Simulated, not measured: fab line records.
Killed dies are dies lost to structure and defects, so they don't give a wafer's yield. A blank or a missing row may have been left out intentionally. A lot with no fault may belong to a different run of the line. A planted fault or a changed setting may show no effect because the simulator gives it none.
Which tool was responsible? -- flow gf180mcu -- 33 wafers from 11 lots sampled at 7 of the route's 602 steps

== WHAT EACH GAUGE READ, for each wafer ==
GF_CONTACT_OVL_MEAS_15. Usual: CONTACT_OVL typically reads -1 nm, with standard deviation 5.7.
lot,measured,on,CONTACT_OVL (nm),flag
L549,day 16 02:23,overlay-02,-11 -10 -1,
L551,day 16 20:52,overlay-01,-6 -9 -3,
L553,day 17 11:59,overlay-02,-5 1 -7,
L555,day 18 07:18,overlay-02,5 2 -2,
L561,day 20 15:51,overlay-02,-4 -2 2,
L562,day 21 09:29,overlay-02,1 6 -5,
L563,day 21 10:20,overlay-01,-3 -7 -3,
L566,day 22 08:49,overlay-02,6 -10 9,
L569,day 23 08:31,overlay-02,2 2 10,
L570,day 23 16:32,overlay-02,-3 -4 -16,
L571,day 24 01:35,overlay-02,2 -4 5,

GF_CONTACT_RS_MEAS_25: uses a four-point probe to measure. Usual: CONTACT_W_RS typically reads 0.382 ohm/sq, with standard deviation 0.0044.
lot,measured,on,CONTACT_W_RS (ohm/sq),flag
L549,day 16 03:06,film metro-03,0.389 0.384 0.386,
L551,day 16 21:34,film metro-04,0.386 0.389 0.387,
L553,day 17 12:41,film metro-04,0.381 0.385 0.386,
L555,day 18 08:00,film metro-03,0.378 0.376 0.380,
L561,day 20 16:34,film metro-04,0.388 0.386 0.389,
L562,day 21 10:11,film metro-02,0.384 0.381 0.384,
L563,day 21 11:02,film metro-03,0.387 0.380 0.382,
L566,day 22 09:37,film metro-03,0.382 0.379 0.383,
L569,day 23 09:25,film metro-03,0.385 0.383 0.331 0.386 0.383 0.331,OFF
L570,day 23 17:16,film metro-04,0.330 0.378 0.378 0.330 0.378 0.378,OFF
L571,day 24 02:17,film metro-04,0.388 0.388 0.386,

GF_CONTACT_THK_MEAS_26: measures by xrf. Usual: CONTACT_W_THK typically reads 295 nm, with standard deviation 3.7.
lot,measured,on,CONTACT_W_THK (nm),flag
L549,day 16 03:13,film metro-03,291 293 293,
L551,day 16 21:41,film metro-04,298 297 296,
L553,day 17 12:48,film metro-04,300 296 295,
L555,day 18 08:07,film metro-03,297 300 297,
L561,day 20 16:40,film metro-04,291 294 290,
L562,day 21 10:18,film metro-02,290 291 293,
L563,day 21 11:09,film metro-03,292 297 296,
L566,day 22 09:44,film metro-03,293 297 294,
L569,day 23 14:23,film metro-03,293 295 340 293 295 339,OFF
L570,day 23 20:16,film metro-04,344 300 301 343 299 300,OFF
L571,day 24 02:24,film metro-04,294 293 292,

GF_M1_THK_MEAS_06: measures by xrf. Usual: M1_ALCU_THK typically reads 444 nm, with standard deviation 5.5.
lot,measured,on,M1_ALCU_THK (nm),flag
L549,day 16 03:55,film metro-01,440 438 438,
L551,day 16 22:23,film metro-03,441 442 452,
L553,day 17 13:30,film metro-03,445 446 447,
L555,day 18 08:49,film metro-02,449 452 452,
L561,day 20 17:22,film metro-01,446 450 451,
L562,day 21 11:01,film metro-02,437 438 432,
L563,day 21 11:51,film metro-02,442 445 450,
L566,day 22 10:26,film metro-03,443 448 439,
L569,day 23 18:29,film metro-02,440 440 442,
L570,day 24 03:46,film metro-01,451 442 442,
L571,day 24 03:06,film metro-01,443 450 444,

== WHICH TOOL RAN EACH LOT (tool, then ch and the chambers of the sampled wafers, then the start) ==
lot,GF_CONTACT_CVD_24,GF_CONTACT_CMP_27,GF_M1_SPUTTER_02
L549,"cvd w-02 ch 0,1, day 16 02:59","cmp-02 ch 0,1,2, day 16 03:19","pvd sputter-03, day 16 03:41"
L551,"cvd w-02 ch 0,1, day 16 21:28","cmp-02 ch 0,1,2, day 16 21:48","pvd sputter-02, day 16 22:11"
L553,"cvd w-01 ch 0,1, day 17 12:35","cmp-01 ch 0,1,2, day 17 12:52","pvd sputter-03, day 17 13:17"
L555,"cvd w-02 ch 0,1, day 18 07:54","cmp-01 ch 0,2, day 18 08:14","pvd sputter-04, day 18 08:37"
L561,"cvd w-01 ch 0,1, day 20 16:26","cmp-02 ch 0,1,2, day 20 16:49","pvd sputter-04, day 20 17:09"
L562,"cvd w-01 ch 0,1, day 21 10:05","cmp-02 ch 1,2,3, day 21 10:25","pvd sputter-03, day 21 10:47"
L563,"cvd w-01 ch 0,1, day 21 10:55","cmp-01 ch 0,3, day 21 11:12","pvd sputter-02, day 21 11:38"
L566,"cvd w-02 ch 0,1, day 22 09:31","cmp-01 ch 0,2,3, day 22 09:50","pvd sputter-04, day 22 10:13"
L569,"cvd w-02 ch 0,1, day 23 09:19","cmp-01 ch 1,2, day 23 17:54","pvd sputter-03, day 23 18:17"
L570,"cvd w-02 ch 0,1, day 23 17:10","cmp-01 ch 1,2,3, day 23 22:56","pvd sputter-04, day 24 03:33"
L571,"cvd w-01 ch 0,1, day 24 02:11","cmp-01 ch 1,2,3, day 24 02:34","pvd sputter-02, day 24 02:53"
- GF_CONTACT_CVD_24: deposits W, target thk 300 nm, time 90.339 s.
- GF_CONTACT_CMP_27: polishes, stops on SiO2, t overpolish 15 s, target thk 0 nm.
- GF_M1_SPUTTER_02: material AlCu, target thk 450 nm, time 23.9 s.

== WHAT THE TOOLS THEMSELVES READ (means of the sampled wafers that have a number; where no wafer has one, the mark that the record gives instead) ==
GF_CONTACT_CVD_24. Usual: heater power w 891 W, standard deviation 69; susceptor temp C 400.01 C, standard deviation 0.23.
lot,tool,heater power w (W),susceptor temp C (C),flag
L549,cvd w-02,956,399.95,
L551,cvd w-02,986,399.83,
L553,cvd w-01,805,399.96,
L555,cvd w-02,937,400.10,
L561,cvd w-01,850,400.00,
L562,cvd w-01,810,399.63,
L563,cvd w-01,834,399.93,
L566,cvd w-02,936,400.00,
L569,cvd w-02,956,402.99,OFF
L570,cvd w-02,943,402.85,OFF
L571,cvd w-01,814,399.89,

GF_CONTACT_CMP_27. Usual: motor current A 11.2 A, standard deviation 1.2; time to endpoint s 73.7 s, standard deviation 2.8.
lot,tool,motor current A (A),time to endpoint s (s),flag
L549,cmp-02,10.6,73.5,
L551,cmp-02,10.5,74.6,
L553,cmp-01,11.2,77.1,
L555,cmp-01,11.5,71.8,
L561,cmp-02,10.9,70.8,
L562,cmp-02,11.3,74.0,
L563,cmp-01,12.0,67.6,
L566,cmp-01,11.0,74.8,
L569,cmp-01,10.8,80.0,
L570,cmp-01,10.7,77.1,
L571,cmp-01,10.9,74.0,

GF_M1_SPUTTER_02. Usual: chamber pressure pa 0.4000 Pa, standard deviation 0.00088; throttle valve pct 30.4 %, standard deviation 1.1.
lot,tool,chamber pressure pa (Pa),throttle valve pct (%),flag
L549,pvd sputter-03,0.3996,30.7,
L551,pvd sputter-02,0.4015,31.1,
L553,pvd sputter-03,0.4011,29.1,
L555,pvd sputter-04,0.3994,29.6,
L561,pvd sputter-04,0.3997,30.9,
L562,pvd sputter-03,0.4003,29.6,
L563,pvd sputter-02,0.4000,30.9,
L566,pvd sputter-04,0.4001,30.1,
L569,pvd sputter-03,0.3999,29.8,
L570,pvd sputter-04,0.4000,30.0,
L571,pvd sputter-02,0.3991,31.3,

== THE ANSWER, worked out from the rows above alone ==
Rule: a lot counts as off when the mean over its wafers that have a number is more than 3 standard deviations away from the usual mean. A lot without any number at a reading at which 4 lots or more have one is off too. Where the step has rows for the other lots, those lots are counted as sound. After the gauges, taken in route order, come the tools' own readings; for these a lot's mean is taken, as printed above. At the first step where some lot is off, the reading lying furthest off is the one used; lots without a number count as furthest.
Off: L569, L570, at GF_CONTACT_RS_MEAS_25 (CONTACT_W_RS).
If a tool, at a process step before that reading, ran all the lots that are off and no sound lot after the first of them, it fits. Not tried: the gauges at GF_CONTACT_RS_MEAS_25; whatever is off there is also off at GF_CONTACT_CVD_24, on other tools, and gauge error can't account for it. One fits: GF_CONTACT_CVD_24 on cvd w-02. A fault onset in the window from L566 (day 22 09:31, its last sound lot) to L569 (day 23 09:19, its first lot off) fits.
The tool's own readings at GF_CONTACT_CVD_24 bear it out: on the lots that are off they differ by more than 5 times the standard deviation of the sound lots' means. susceptor temp C reads 402.92 C there against 399.92 C on the sound lots.

== WHAT WAS PUT IN BY THE SIMULATOR ==
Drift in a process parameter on cvd w-02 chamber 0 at GF_CONTACT_CVD_24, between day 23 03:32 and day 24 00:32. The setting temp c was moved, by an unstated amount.
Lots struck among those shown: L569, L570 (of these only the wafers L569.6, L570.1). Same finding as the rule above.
